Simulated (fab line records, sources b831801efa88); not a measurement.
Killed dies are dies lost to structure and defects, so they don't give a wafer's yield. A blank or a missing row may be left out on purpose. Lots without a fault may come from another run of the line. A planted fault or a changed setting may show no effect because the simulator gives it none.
fab line records | flow sky130
record lots=5 wafers=15 last_day=48
route steps=708 shown VT_ADJUST_LVTN@112 VT_ADJUST_NCORE@119 VT_ADJUST_HVTR@131 VT_ADJUST_PCH@143
lots that met no fault: from a run of the same line without faults
start_h: hours from the record's first day to the start of the lot's first wafer shown | wait_h: hours since the lot's step before | " the same as in the row above | L1.1+2: a row that stands for several wafers | - no value, or no start given | * or withheld: withheld | < > ~ a bound
route shown NAME@n: a module of which the file shows steps, and the number in the route of the first | usual: mean/standard deviation of fault-free wafers | same: alike in all rows | chamber/n: place in a boat | sites: the reading at each site | _std_site: their standard deviation | _edge_site: outer sites' mean less inner sites' | radius_mm: how far each site lies from the wafer's centre | mask NAME#n: copy n | behind: the tool/chamber that last shaped the wafer | hold: why the lot was held/for how many hours/how that ended | device: the transistor (n, p or np) that didn't switch | end of line: the same wafers' tests at the end of the route | a step without rows: its recipe alone | killed: dies lost to structure and defects at the first sort, not the wafer's yield | map: a wafer's dies, x killed, . not, _ none there
set.NAME: the setting as run; set.NAME@STEP: as run at that earlier step | model.NAME: the simulator's own value behind a step, which no gauge read
lots at some steps of the route; a table a step, a row a wafer
services: from which hour (start_h, from the record's first day; less than 0 if before it) a tool's chamber was out of use, for how many hours, and why
## steps
# step SKY_VT_ADJUST_LVTN_EXPOSE_15
# recipe mask_id=HVN_STD_DERIVED na=0.6 source_shape=conventional sigma_outer=0.6 polarization=unpolarized target_cd_nm=600 dose_mj=163
# usual reticle_temp_C=22.98/0.11 stage_vel_mm_s=500.04/0.27
# columns lot.wafer tool chamber start_h wait_h mask reticle_temp_C stage_vel_mm_s
L077.1 iline_stepper-01 0 - - HVN_STD_DERIVED#0 23.18 499.95
L077.3 " 0 " " HVN_STD_DERIVED#0 23.04 499.99
L077.4 " 0 " " HVN_STD_DERIVED#0 22.95 500.06
L080.1 iline_stepper-02 0 - - HVN_STD_DERIVED#0 22.94 499.65
L080.3 " 0 " " HVN_STD_DERIVED#0 23.05 500.13
L080.4 " 0 " " HVN_STD_DERIVED#0 22.83 499.69
L081.3 iline_stepper-02 0 - - HVN_STD_DERIVED#0 22.96 499.87
L081.4 " 0 " " HVN_STD_DERIVED#0 23.02 500.44
L081.5 " 0 " " HVN_STD_DERIVED#0 22.96 500.05
L087.1 iline_stepper-01 0 - - HVN_STD_DERIVED#0 22.83 499.57
L087.2 " 0 " " HVN_STD_DERIVED#0 22.84 499.69
L087.5 " 0 " " HVN_STD_DERIVED#0 22.94 499.66
L089.3 iline_stepper-02 0 - - HVN_STD_DERIVED#0 23.14 499.88
L089.5 " 0 " " HVN_STD_DERIVED#0 22.98 500.04
L089.6 " 0 " " HVN_STD_DERIVED#0 23.10 500.07
# step SKY_VT_ADJUST_LVTN_PEB_16
# recipe temp_c=withheld time_s=* resist=NOVOLAK
# columns lot.wafer tool chamber start_h wait_h
L077.1+3+4 litho_track-03 0 - -
L080.1+3+4 litho_track-04 0 - -
L081.3+4+5 litho_track-03 0 - -
L087.1+2+5 litho_track-01 0 - -
L089.3+5+6 litho_track-03 0 - -
# step SKY_VT_ADJUST_LVTN_DEVELOP_17
# recipe resist=NOVOLAK developer=TMAH develop_time_s=60 dev_temp_c=23
# usual developer_temp_C=23.01/0.12
# columns lot.wafer tool chamber start_h wait_h developer_temp_C
L077.1 litho_track-03 0 181.04 0.1 23.07
L077.3 " 0 " " 23.04
L077.4 " 0 " " 23.19
L080.1 litho_track-04 0 199.46 0.1 22.84
L080.3 " 0 " " 22.93
L080.4 " 0 " " 22.91
L081.3 litho_track-03 0 208.69 0.1 22.97
L081.4 " 0 " " 22.95
L081.5 " 0 " " 23.13
L087.1 litho_track-01 0 250.73 0.1 23.04
L087.2 " 0 " " 22.97
L087.5 " 0 " " 23.15
L089.3 litho_track-03 0 264.74 0.1 22.99
L089.5 " 0 " " 23.10
L089.6 " 0 " " 22.89
# step SKY_VT_ADJUST_LVTN_OVL_MEAS_18
# usual VT_ADJUST_LVTN_01_OVL=1.2/1.3
# columns lot.wafer tool chamber start_h wait_h VT_ADJUST_LVTN_01_OVL[nm]
L077.1 overlay-02 - 181.19 0.1 -0.3
L077.3 " - " " 2.1
L077.4 " - " " 0.1
L080.1 overlay-02 - 199.61 0.1 1.8
L080.3 " - " " 0.2
L080.4 " - " " 2.8
L081.3 overlay-01 - 208.80 0.1 1.2
L081.4 " - " " 2.3
L081.5 " - " " 0.5
L087.1 overlay-02 - 250.88 0.1 2.0
L087.2 " - " " 2.3
L087.5 " - " " 1.4
L089.3 overlay-02 - 264.85 0.1 1.6
L089.5 " - " " 2.6
L089.6 " - " " 0.9
# step SKY_VT_ADJUST_LVTN_IMPLANT_19
# recipe species=B energy_kev=30 dose_cm2=6.5e+11 tilt_deg=withheld
# usual beam_energy_keV=29.999/0.0082 beam_on_s=10.02/0.2
# columns lot.wafer tool chamber start_h wait_h beam_energy_keV beam_on_s
L077.1 implanter-04 0 181.23 0.0 29.987 9.91
L077.3 " 0 " " 30.003 10.02
L077.4 " 0 " " 29.997 10.09
L080.1 implanter-01 0 199.65 0.0 29.998 9.80
L080.3 " 0 " " 30.011 9.89
L080.4 " 0 " " 30.004 10.25
L081.3 implanter-04 0 208.88 0.1 30.007 10.14
L081.4 " 0 " " 30.003 9.86
L081.5 " 0 " " 29.999 10.09
L087.1 implanter-02 0 250.91 0.0 29.996 9.88
L087.2 " 0 " " 29.987 10.28
L087.5 " 0 " " 30.009 9.84
L089.3 implanter-04 0 264.93 0.1 30.007 9.81
L089.5 " 0 " " 30.006 9.98
L089.6 " 0 " " 30.004 10.18
# step SKY_VT_ADJUST_LVTN_STRIP_20
# recipe chemistry=O2/N2 power_w=1400 pressure_mtorr=1500 platen_temp_c=withheld o2_flow_sccm=3000 n2_flow_sccm=300 overash_fraction=0.5
# usual drypump_motor_current_A=5.9/0.35 oes_product_au=0.716/0.0047 strip_time_to_endpoint_s=14.18/0.031
# columns lot.wafer tool chamber start_h wait_h drypump_motor_current_A oes_product_au rf_hours_counter_h strip_time_to_endpoint_s
L077.1 plasma_asher-02 0 181.38 0.1 5.5 0.713 6 14.15
L077.3 " 0 " " 5.5 0.715 - 14.19
L077.4 " 1 " " 6.2 0.714 - 14.19
L080.1 plasma_asher-04 1 199.80 0.1 5.9 0.719 51 14.17
L080.3 " 0 " " 6.3 0.716 - 14.18
L080.4 " 1 " " 5.9 0.722 - 14.18
L081.3 plasma_asher-02 1 209.01 0.1 6.1 0.713 - 14.16
L081.4 " 0 " " 5.5 0.717 - 14.21
L081.5 " 0 " " 5.5 0.712 - 14.23
L087.1 plasma_asher-04 1 251.06 0.1 5.9 0.722 56 14.16
L087.2 " 0 " " 6.2 0.717 56 14.22
L087.5 " 1 " " 5.9 0.714 - 14.20
L089.3 plasma_asher-01 1 265.06 0.1 5.2 0.719 - 14.16
L089.5 " 1 " " 5.2 0.715 - 14.12
L089.6 " 0 " " 5.8 0.717 - 14.20
# step SKY_VT_ADJUST_LVTN_TW_MEAS_21
# usual VT_ADJUST_LVTN_2_TW=186.2/2.3
# columns lot.wafer tool chamber start_h wait_h VT_ADJUST_LVTN_2_TW
L077.1 film_metro-03 - 181.48 0.1 188.2
L077.3 " - " " 188.2
L077.4 " - " " 189.2
L080.1 film_metro-04 - 199.90 0.1 185.0
L080.3 " - " " 185.4
L080.4 " - " " 184.0
L081.3 film_metro-03 - 209.10 0.1 189.4
L081.4 " - " " 189.8
L081.5 " - " " 189.7
L087.1 film_metro-02 - 251.16 0.1 185.8
L087.2 " - " " 184.9
L087.5 " - " " 185.7
L089.3 film_metro-04 - 265.15 0.1 188.5
L089.5 " - " " 187.6
L089.6 " - " " 187.2
# step SKY_VT_ADJUST_NCORE_DEHYDRATE_00
# recipe temp_c=200 time_s=60
# usual heater_power_total_W=160.37/0.11
# columns lot.wafer tool chamber start_h wait_h heater_power_total_W
L077.1 litho_track-03 0 191.34 9.9 160.48
L077.3 " 0 " " 160.47
L077.4 " 0 " " 160.46
L080.1 litho_track-01 0 209.93 10.0 160.17
L080.3 " 0 " " 160.26
L080.4 " 0 " " 160.35
L081.3 litho_track-03 0 220.04 10.9 160.22
L081.4 " 0 " " 160.30
L081.5 " 0 " " 160.58
L087.1 litho_track-02 0 262.44 11.3 160.32
L087.2 " 0 " " 160.36
L087.5 " 0 " " 160.10
L089.3 litho_track-03 0 276.64 11.5 160.27
L089.5 " 0 " " 160.25
L089.6 " 0 " " 160.43
# step SKY_VT_ADJUST_NCORE_HMDS_01
# recipe prime_time_s=60 prime_temp_c=120
# columns lot.wafer tool chamber start_h wait_h
L077.1+3+4 litho_track-03 0 191.49 0.1
L080.1+3+4 litho_track-01 0 210.08 0.1
L081.3+4+5 litho_track-03 0 220.19 0.1
L087.1+2+5 litho_track-02 0 262.59 0.1
L089.3+5+6 litho_track-03 0 276.79 0.1
# step SKY_VT_ADJUST_NCORE_COAT_02
# recipe resist=NOVOLAK spin_rpm=3000 resist_thk_nm=1140
# columns lot.wafer tool chamber start_h wait_h
L077.1+3+4 litho_track-03 0 191.64 0.1
L080.1+3+4 litho_track-01 0 210.23 0.1
L081.3+4+5 litho_track-03 0 220.34 0.1
L087.1+2+5 litho_track-02 0 262.74 0.1
L089.3+5+6 litho_track-03 0 276.94 0.1
# step SKY_VT_ADJUST_NCORE_SOFTBAKE_03
# recipe temp_c=90 time_s=60 resist=NOVOLAK
# usual heater_power_total_W=56.59/0.044
# columns lot.wafer tool chamber start_h wait_h heater_power_total_W
L077.1 litho_track-03 0 191.79 0.1 56.55
L077.3 " 0 " " 56.57
L077.4 " 0 " " 56.54
L080.1 litho_track-01 0 210.38 0.1 56.59
L080.3 " 0 " " 56.57
L080.4 " 0 " " 56.66
L081.3 litho_track-03 0 220.49 0.1 56.57
L081.4 " 0 " " 56.51
L081.5 " 0 " " 56.56
L087.1 litho_track-02 0 262.89 0.1 56.65
L087.2 " 0 " " 56.56
L087.5 " 0 " " 56.53
L089.3 litho_track-03 0 277.09 0.1 56.56
L089.5 " 0 " " 56.63
L089.6 " 0 " " 56.62
# step SKY_VT_ADJUST_NCORE_EXPOSE_04
# recipe mask_id=LVTN_COMPLEMENT_THIN na=0.6 source_shape=conventional sigma_outer=0.6 polarization=unpolarized target_cd_nm=380 dose_mj=139
# usual reticle_temp_C=22.98/0.12 stage_vel_mm_s=499.94/0.25
# columns lot.wafer tool chamber start_h wait_h mask reticle_temp_C stage_vel_mm_s
L077.1 iline_stepper-02 0 - - LVTN_COMPLEMENT_THIN#0 23.04 500.27
L077.3 " 0 " " LVTN_COMPLEMENT_THIN#0 22.92 500.05
L077.4 " 0 " " LVTN_COMPLEMENT_THIN#0 22.88 500.28
L080.1 iline_stepper-01 0 - - LVTN_COMPLEMENT_THIN#0 22.83 499.98
L080.3 " 0 " " LVTN_COMPLEMENT_THIN#0 22.92 499.54
L080.4 " 0 " " LVTN_COMPLEMENT_THIN#0 22.79 500.17
L081.3 iline_stepper-02 0 - - LVTN_COMPLEMENT_THIN#0 22.92 499.58
L081.4 " 0 " " LVTN_COMPLEMENT_THIN#0 23.01 499.96
L081.5 " 0 " " LVTN_COMPLEMENT_THIN#0 23.00 499.71
L087.1 iline_stepper-01 0 - - LVTN_COMPLEMENT_THIN#0 23.22 499.83
L087.2 " 0 " " LVTN_COMPLEMENT_THIN#0 23.28 500.32
L087.5 " 0 " " LVTN_COMPLEMENT_THIN#0 23.19 500.37
L089.3 iline_stepper-02 0 - - LVTN_COMPLEMENT_THIN#0 22.95 499.89
L089.5 " 0 " " LVTN_COMPLEMENT_THIN#0 23.05 500.00
L089.6 " 0 " " LVTN_COMPLEMENT_THIN#0 23.01 500.06
# step SKY_VT_ADJUST_NCORE_PEB_05
# recipe temp_c=withheld time_s=* resist=NOVOLAK
# columns lot.wafer tool chamber start_h wait_h
L077.1+3+4 litho_track-02 0 - -
L080.1+3+4 litho_track-02 0 - -
L081.3+4+5 litho_track-03 0 - -
L087.1+2+5 litho_track-02 0 - -
L089.3+5+6 litho_track-03 0 - -
# step SKY_VT_ADJUST_NCORE_DEVELOP_06
# recipe resist=NOVOLAK developer=TMAH develop_time_s=60 dev_temp_c=23
# usual developer_temp_C=22.98/0.097
# columns lot.wafer tool chamber start_h wait_h developer_temp_C
L077.1 litho_track-02 0 202.49 0.1 22.95
L077.3 " 0 " " 22.97
L077.4 " 0 " " 22.83
L080.1 litho_track-02 0 221.49 0.1 23.03
L080.3 " 0 " " 23.00
L080.4 " 0 " " 23.15
L081.3 litho_track-03 0 231.19 0.1 22.85
L081.4 " 0 " " 22.94
L081.5 " 0 " " 23.16
L087.1 litho_track-02 0 275.14 0.1 23.16
L087.2 " 0 " " 22.99
L087.5 " 0 " " 22.86
L089.3 litho_track-03 0 289.29 0.1 23.14
L089.5 " 0 " " 23.03
L089.6 " 0 " " 23.02
# step SKY_VT_ADJUST_NCORE_CD_MEAS_07
# recipe target_cd_nm=380
# usual cd_nm=380.6/2
# columns lot.wafer tool chamber start_h wait_h cd_nm
L077.1 cd_sem-02 - 202.64 0.1 377.9
L077.3 " - " " 379.8
L077.4 " - " " 379.6
L080.1 cd_sem-02 - 221.64 0.1 378.0
L080.3 " - " " 379.6
L080.4 " - " " 379.6
L081.3 cd_sem-02 - 231.33 0.1 381.6
L081.4 " - " " 382.0
L081.5 " - " " 382.8
L087.1 cd_sem-01 - 275.29 0.1 381.3
L087.2 " - " " 378.6
L087.5 " - " " 378.5
L089.3 cd_sem-02 - 289.43 0.1 378.5
L089.5 " - " " 377.9
L089.6 " - " " 379.6
# step SKY_VT_ADJUST_NCORE_OVL_MEAS_08
# usual VT_ADJUST_NCORE_OVL=-1.1/1.5
# columns lot.wafer tool chamber start_h wait_h VT_ADJUST_NCORE_OVL[nm]
L077.1 overlay-01 - 202.76 0.1 -1.2
L077.3 " - " " 0.8
L077.4 " - " " -0.7
L080.1 overlay-02 - 221.76 0.1 0.0
L080.3 " - " " -2.0
L080.4 " - " " -0.6
L081.3 overlay-02 - 231.42 0.1 -1.6
L081.4 " - " " -0.2
L081.5 " - " " -1.9
L087.1 overlay-01 - 275.41 0.1 -2.9
L087.2 " - " " -1.2
L087.5 " - " " -2.0
L089.3 overlay-01 - 289.52 0.1 0.3
L089.5 " - " " 0.5
L089.6 " - " " 1.4
# step SKY_VT_ADJUST_NCORE_IMPLANT_09
# recipe species=B energy_kev=10 dose_cm2=2.4e+12 tilt_deg=withheld
# usual beam_energy_keV=10.000/0.0034 beam_on_s=10.01/0.22
# columns lot.wafer tool chamber start_h wait_h beam_energy_keV beam_on_s
L077.1 implanter-03 0 202.80 0.0 10.003 9.96
L077.3 " 0 " " 9.996 9.91
L077.4 " 0 " " 10.000 10.39
L080.1 implanter-02 0 221.80 0.0 9.994 10.05
L080.3 " 0 " " 10.003 9.94
L080.4 " 0 " " 9.997 9.95
L081.3 implanter-01 0 231.50 0.1 9.999 10.13
L081.4 " 0 " " 10.001 10.19
L081.5 " 0 " " 9.996 10.08
L087.1 implanter-03 0 275.45 0.0 10.000 9.62
L087.2 " 0 " " 10.000 10.16
L087.5 " 0 " " 10.002 9.85
L089.3 implanter-03 0 289.60 0.1 10.002 10.33
L089.5 " 0 " " 10.003 10.07
L089.6 " 0 " " 10.007 9.71
# step SKY_VT_ADJUST_NCORE_STRIP_10
# recipe chemistry=O2/N2 power_w=1400 pressure_mtorr=1500 platen_temp_c=withheld o2_flow_sccm=3000 n2_flow_sccm=300 overash_fraction=0.5
# usual drypump_motor_current_A=5.7/0.39 oes_product_au=0.716/0.0041 strip_time_to_endpoint_s=14.17/0.047
# columns lot.wafer tool chamber start_h wait_h drypump_motor_current_A oes_product_au rf_hours_counter_h strip_time_to_endpoint_s
L077.1 plasma_asher-01 1 202.95 0.1 5.1 0.716 37 14.15
L077.3 " 1 " " 5.2 0.717 - 14.19
L077.4 " 0 " " 5.7 0.716 - 14.15
L080.1 plasma_asher-01 1 221.95 0.1 5.2 0.711 39 14.23
L080.3 " 1 " " 5.1 0.719 - 14.19
L080.4 " 0 " " 5.8 0.717 - 14.16
L081.3 plasma_asher-01 0 231.63 0.1 5.8 0.720 - 14.17
L081.4 " 1 " " 5.1 0.717 - 14.13
L081.5 " 0 " " 5.8 0.715 - 14.16
L087.1 plasma_asher-04 1 275.60 0.1 5.9 0.715 59 14.19
L087.2 " 0 " " 6.3 0.716 59 14.18
L087.5 " 0 " " 6.2 0.721 - 14.18
L089.3 plasma_asher-03 0 289.73 0.1 5.6 0.717 - 14.22
L089.5 " 0 " " 5.6 0.716 - 14.21
L089.6 " 1 " " 6.1 0.710 - 14.20
# step SKY_VT_ADJUST_NCORE_TW_MEAS_11
# usual VT_ADJUST_NCORE_TW=219.0/1.8
# columns lot.wafer tool chamber start_h wait_h VT_ADJUST_NCORE_TW
L077.1 film_metro-04 - 203.05 0.1 215.6
L077.3 " - " " 215.7
L077.4 " - " " 215.4
L080.1 film_metro-04 - 222.05 0.1 215.9
L080.3 " - " " 216.5
L080.4 " - " " 215.9
L081.3 film_metro-01 - 231.72 0.1 218.5
L081.4 " - " " 218.8
L081.5 " - " " 218.0
L087.1 film_metro-01 - 275.70 0.1 219.4
L087.2 " - " " 219.0
L087.5 " - " " 219.8
L089.3 film_metro-03 - 289.82 0.1 221.6
L089.5 " - " " 221.0
L089.6 " - " " 221.2
# step SKY_VT_ADJUST_HVTR_DEHYDRATE_00
# recipe temp_c=200 time_s=60
# usual heater_power_total_W=160.37/0.13
# columns lot.wafer tool chamber start_h wait_h heater_power_total_W
L077.1 litho_track-02 0 213.29 10.2 160.25
L077.3 " 0 " " 160.30
L077.4 " 0 " " 160.32
L080.1 litho_track-02 0 232.29 10.2 160.49
L080.3 " 0 " " 160.15
L080.4 " 0 " " 160.40
L081.3 litho_track-04 0 243.01 11.3 160.41
L081.4 " 0 " " 160.48
L081.5 " 0 " " 160.27
L087.1 litho_track-04 0 287.61 11.9 160.19
L087.2 " 0 " " 160.41
L087.5 " 0 " " 160.59
L089.3 litho_track-02 0 302.34 12.5 160.24
L089.5 " 0 " " 160.60
L089.6 " 0 " " 160.30
# step SKY_VT_ADJUST_HVTR_HMDS_01
# recipe prime_time_s=60 prime_temp_c=120
# columns lot.wafer tool chamber start_h wait_h
L077.1+3+4 litho_track-02 0 213.44 0.1
L080.1+3+4 litho_track-02 0 232.44 0.1
L081.3+4+5 litho_track-04 0 243.16 0.1
L087.1+2+5 litho_track-04 0 287.76 0.1
L089.3+5+6 litho_track-02 0 302.49 0.1
# step SKY_VT_ADJUST_HVTR_COAT_02
# recipe resist=NOVOLAK spin_rpm=3000 resist_thk_nm=1140
# columns lot.wafer tool chamber start_h wait_h
L077.1+3+4 litho_track-02 0 213.59 0.1
L080.1+3+4 litho_track-02 0 232.59 0.1
L081.3+4+5 litho_track-04 0 243.31 0.1
L087.1+2+5 litho_track-04 0 287.91 0.1
L089.3+5+6 litho_track-02 0 302.64 0.1
# step SKY_VT_ADJUST_HVTR_SOFTBAKE_03
# recipe temp_c=90 time_s=60 resist=NOVOLAK
# usual heater_power_total_W=56.59/0.041
# columns lot.wafer tool chamber start_h wait_h heater_power_total_W
L077.1 litho_track-02 0 213.74 0.1 56.58
L077.3 " 0 " " 56.57
L077.4 " 0 " " 56.60
L080.1 litho_track-02 0 232.74 0.1 56.62
L080.3 " 0 " " 56.60
L080.4 " 0 " " 56.59
L081.3 litho_track-04 0 243.46 0.1 56.59
L081.4 " 0 " " 56.62
L081.5 " 0 " " 56.57
L087.1 litho_track-04 0 288.06 0.1 56.57
L087.2 " 0 " " 56.61
L087.5 " 0 " " 56.51
L089.3 litho_track-02 0 302.79 0.1 56.63
L089.5 " 0 " " 56.61
L089.6 " 0 " " 56.58
# step SKY_VT_ADJUST_HVTR_EXPOSE_04
# recipe mask_id=HVTRM target_cd_nm=380 na=0.6 source_shape=conventional sigma_outer=0.6 dose_mj=150
# usual reticle_temp_C=23.02/0.11 stage_vel_mm_s=500.05/0.25
# columns lot.wafer tool chamber start_h wait_h mask reticle_temp_C stage_vel_mm_s
L077.1 iline_stepper-01 0 - - HVTRM#0 23.05 500.27
L077.3 " 0 " " HVTRM#0 22.96 500.40
L077.4 " 0 " " HVTRM#0 23.16 500.68
L080.1 iline_stepper-02 0 - - HVTRM#0 23.15 499.88
L080.3 " 0 " " HVTRM#0 23.12 500.21
L080.4 " 0 " " HVTRM#0 23.09 499.98
L081.3 iline_stepper-01 0 - - HVTRM#0 23.12 500.19
L081.4 " 0 " " HVTRM#0 22.93 499.86
L081.5 " 0 " " HVTRM#0 23.00 499.83
L087.1 iline_stepper-02 0 - - HVTRM#0 22.88 500.28
L087.2 " 0 " " HVTRM#0 22.87 499.86
L087.5 " 0 " " HVTRM#0 22.87 500.24
L089.3 iline_stepper-01 0 - - HVTRM#0 22.89 499.84
L089.5 " 0 " " HVTRM#0 22.95 499.80
L089.6 " 0 " " HVTRM#0 22.95 499.83
# step SKY_VT_ADJUST_HVTR_PEB_05
# recipe temp_c=withheld time_s=* resist=NOVOLAK
# columns lot.wafer tool chamber start_h wait_h
L077.1+3+4 litho_track-04 0 - -
L080.1+3+4 litho_track-04 0 - -
L081.3+4+5 litho_track-02 0 - -
L087.1+2+5 litho_track-04 0 - -
L089.3+5+6 litho_track-03 0 - -
# step SKY_VT_ADJUST_HVTR_DEVELOP_06
# recipe develop_time_s=60 dev_temp_c=23
# usual developer_temp_C=23.00/0.11
# columns lot.wafer tool chamber start_h wait_h developer_temp_C
L077.1 litho_track-04 0 224.51 0.1 23.05
L077.3 " 0 " " 22.90
L077.4 " 0 " " 23.08
L080.1 litho_track-04 0 244.06 0.1 23.05
L080.3 " 0 " " 23.12
L080.4 " 0 " " 23.00
L081.3 litho_track-02 0 254.74 0.1 23.13
L081.4 " 0 " " 23.17
L081.5 " 0 " " 23.08
L087.1 litho_track-04 0 300.81 0.1 23.11
L087.2 " 0 " " 22.92
L087.5 " 0 " " 23.13
L089.3 litho_track-03 0 315.99 0.1 23.17
L089.5 " 0 " " 23.19
L089.6 " 0 " " 22.83
# step SKY_VT_ADJUST_HVTR_CD_MEAS_07
# recipe target_cd_nm=380
# usual cd_nm=380.3/2.5
# columns lot.wafer tool chamber start_h wait_h cd_nm
L077.1 cd_sem-02 - 224.66 0.1 375.4
L077.3 " - " " 379.0
L077.4 " - " " 377.1
L080.1 cd_sem-01 - 244.21 0.1 383.5
L080.3 " - " " 384.4
L080.4 " - " " 383.3
L081.3 cd_sem-01 - 254.88 0.1 378.3
L081.4 " - " " 377.2
L081.5 " - " " 378.4
L087.1 cd_sem-02 - 300.96 0.1 382.1
L087.2 " - " " 381.1
L087.5 " - " " 381.8
L089.3 cd_sem-02 - 316.13 0.1 377.1
L089.5 " - " " 379.7
L089.6 " - " " 380.9
# step SKY_VT_ADJUST_HVTR_OVL_MEAS_08
# usual VT_ADJUST_HVTR_OVL=1.3/1.3
# columns lot.wafer tool chamber start_h wait_h VT_ADJUST_HVTR_OVL[nm]
L077.1 overlay-01 - 224.78 0.1 -0.9
L077.3 " - " " 0.7
L077.4 " - " " -0.5
L080.1 overlay-01 - 244.33 0.1 -0.4
L080.3 " - " " -1.2
L080.4 " - " " -0.3
L081.3 overlay-01 - 254.97 0.1 0.5
L081.4 " - " " 1.3
L081.5 " - " " 1.7
L087.1 overlay-01 - 301.08 0.1 2.9
L087.2 " - " " 0.0
L087.5 " - " " 1.7
L089.3 overlay-02 - 316.22 0.1 1.2
L089.5 " - " " 3.2
L089.6 " - " " 1.3
# step SKY_VT_ADJUST_HVTR_IMPLANT_09
# recipe species=B energy_kev=10 dose_cm2=2.1e+12 tilt_deg=withheld
# usual beam_energy_keV=10.000/0.0031 beam_on_s=10.00/0.21
# columns lot.wafer tool chamber start_h wait_h beam_energy_keV beam_on_s
L077.1 implanter-04 0 224.82 0.0 9.996 9.85
L077.3 " 0 " " 9.997 10.21
L077.4 " 0 " " 10.000 9.84
L080.1 implanter-02 0 244.37 0.0 9.998 9.94
L080.3 " 0 " " 10.001 9.96
L080.4 " 0 " " 9.999 10.73
L081.3 implanter-04 0 255.05 0.1 10.003 9.58
L081.4 " 0 " " 10.001 10.40
L081.5 " 0 " " 9.999 9.66
L087.1 implanter-02 0 301.12 0.0 9.997 10.02
L087.2 " 0 " " 10.003 10.13
L087.5 " 0 " " 10.004 9.95
L089.3 implanter-03 0 316.30 0.1 9.998 9.81
L089.5 " 0 " " 9.996 10.02
L089.6 " 0 " " 9.995 10.06
# step SKY_VT_ADJUST_HVTR_STRIP_10
# recipe chemistry=O2/N2 power_w=1400 pressure_mtorr=1500 platen_temp_c=withheld o2_flow_sccm=3000 n2_flow_sccm=300 overash_fraction=0.5
# usual drypump_motor_current_A=5.88/0.29 oes_product_au=0.715/0.0048 strip_time_to_endpoint_s=14.17/0.049
# columns lot.wafer tool chamber start_h wait_h drypump_motor_current_A oes_product_au rf_hours_counter_h strip_time_to_endpoint_s
L077.1 plasma_asher-02 0 224.97 0.1 5.51 0.719 10 14.11
L077.3 " 0 " " 5.50 0.719 - 14.12
L077.4 " 1 " " 6.13 0.720 - 14.07
L080.1 plasma_asher-03 0 244.52 0.1 5.54 0.716 56 14.12
L080.3 " 1 " " 6.08 0.721 - 14.15
L080.4 " 0 " " 5.57 0.724 - 14.10
L081.3 plasma_asher-03 1 255.18 0.1 6.04 0.719 - 14.20
L081.4 " 0 " " 5.62 0.709 - 14.24
L081.5 " 0 " " 5.55 0.712 - 14.22
L087.1 plasma_asher-04 0 301.27 0.1 6.25 0.710 61 14.21
L087.2 " 1 " " 5.94 0.717 61 14.23
L087.5 " 1 " " 5.94 0.718 - 14.18
L089.3 plasma_asher-02 0 316.43 0.1 5.51 0.720 - 14.12
L089.5 " 1 " " 6.15 0.720 - 14.14
L089.6 " 0 " " 5.50 0.717 - 14.11
# step SKY_VT_ADJUST_HVTR_TW_MEAS_11
# usual VT_ADJUST_HVTR_TW=208.4/1.9
# columns lot.wafer tool chamber start_h wait_h VT_ADJUST_HVTR_TW
L077.1 film_metro-04 - 225.07 0.1 208.3
L077.3 " - " " 207.8
L077.4 " - " " 210.0
L080.1 film_metro-04 - 244.62 0.1 209.6
L080.3 " - " " 210.0
L080.4 " - " " 210.0
L081.3 film_metro-01 - 255.27 0.1 209.9
L081.4 " - " " 210.8
L081.5 " - " " 209.9
L087.1 film_metro-04 - 301.37 0.1 210.0
L087.2 " - " " 210.0
L087.5 " - " " 209.3
L089.3 film_metro-02 - 316.52 0.1 205.9
L089.5 " - " " 206.6
L089.6 " - " " 206.5
# step SKY_VT_ADJUST_PCH_DEHYDRATE_00
# recipe temp_c=200 time_s=60
# usual heater_power_total_W=160.39/0.13
# columns lot.wafer tool chamber start_h wait_h heater_power_total_W
L077.1 litho_track-04 0 235.96 10.9 160.65
L077.3 " 0 " " 160.50
L077.4 " 0 " " 160.33
L080.1 litho_track-02 0 254.84 10.2 160.28
L080.3 " 0 " " 160.16
L080.4 " 0 " " 160.54
L081.3 litho_track-01 0 267.13 11.9 160.53
L081.4 " 0 " " 160.39
L081.5 " 0 " " 160.19
L087.1 litho_track-01 0 313.83 12.4 160.35
L087.2 " 0 " " 160.17
L087.5 " 0 " " 160.41
L089.3 litho_track-02 0 329.09 12.6 160.63
L089.5 " 0 " " 160.47
L089.6 " 0 " " 160.32
# step SKY_VT_ADJUST_PCH_HMDS_01
# recipe prime_time_s=60 prime_temp_c=120
# columns lot.wafer tool chamber start_h wait_h
L077.1+3+4 litho_track-04 0 236.11 0.1
L080.1+3+4 litho_track-02 0 254.99 0.1
L081.3+4+5 litho_track-01 0 267.28 0.1
L087.1+2+5 litho_track-01 0 313.98 0.1
L089.3+5+6 litho_track-02 0 329.24 0.1
# step SKY_VT_ADJUST_PCH_COAT_02
# recipe spin_rpm=2000 resist_thk_nm=3000
# columns lot.wafer tool chamber start_h wait_h
L077.1+3+4 litho_track-04 0 236.26 0.1
L080.1+3+4 litho_track-02 0 255.14 0.1
L081.3+4+5 litho_track-01 0 267.43 0.1
L087.1+2+5 litho_track-01 0 314.13 0.1
L089.3+5+6 litho_track-02 0 329.39 0.1
# step SKY_VT_ADJUST_PCH_SOFTBAKE_03
# recipe temp_c=110 time_s=withheld
# usual heater_power_total_W=65.30/0.14
# columns lot.wafer tool chamber start_h wait_h heater_power_total_W
L077.1 litho_track-04 0 236.41 0.1 65.27
L077.3 " 0 " " 65.49
L077.4 " 0 " " 65.26
L080.1 litho_track-02 0 255.29 0.1 65.53
L080.3 " 0 " " 65.25
L080.4 " 0 " " 65.14
L081.3 litho_track-01 0 267.59 0.1 65.40
L081.4 " 0 " " 65.48
L081.5 " 0 " " 65.40
L087.1 litho_track-01 0 314.28 0.1 65.26
L087.2 " 0 " " 65.23
L087.5 " 0 " " 65.38
L089.3 litho_track-02 0 329.56 0.1 65.16
L089.5 " 0 " " 65.27
L089.6 " 0 " " 65.37
## services
# columns tool chamber start_h hours kind
implanter-01 - 147.84 3.0 repair
implanter-03 - 151.66 4.1 pm
iline_stepper-02 - 155.10 2.3 repair
iline_stepper-02 - 158.07 0.5 repair
plasma_asher-02 - 158.44 6.1 repair
plasma_asher-02 - 159.31 2.5 repair
implanter-03 - 170.66 1.7 repair
plasma_asher-04 - 186.73 5.8 repair
plasma_asher-02 - 203.66 2.8 pm
implanter-03 - 211.46 4.1 pm
implanter-02 - 216.04 1.7 repair
implanter-02 - 216.10 1.3 repair
implanter-03 - 219.24 5.8 repair
iline_stepper-02 - 257.03 8.9 pm
plasma_asher-01 - 267.82 7.5 repair
iline_stepper-01 - 270.38 10.7 repair
implanter-04 - 280.97 12.1 pm
iline_stepper-02 0 282.47 - calibration
plasma_asher-04 - 282.53 11.8 repair
iline_stepper-02 - 296.44 1.7 pm
plasma_asher-02 - 299.74 11.8 repair
iline_stepper-02 - 305.75 2.1 repair
implanter-02 - 310.55 3.0 pm
implanter-01 - 324.32 101.4 pm
## key
fault none
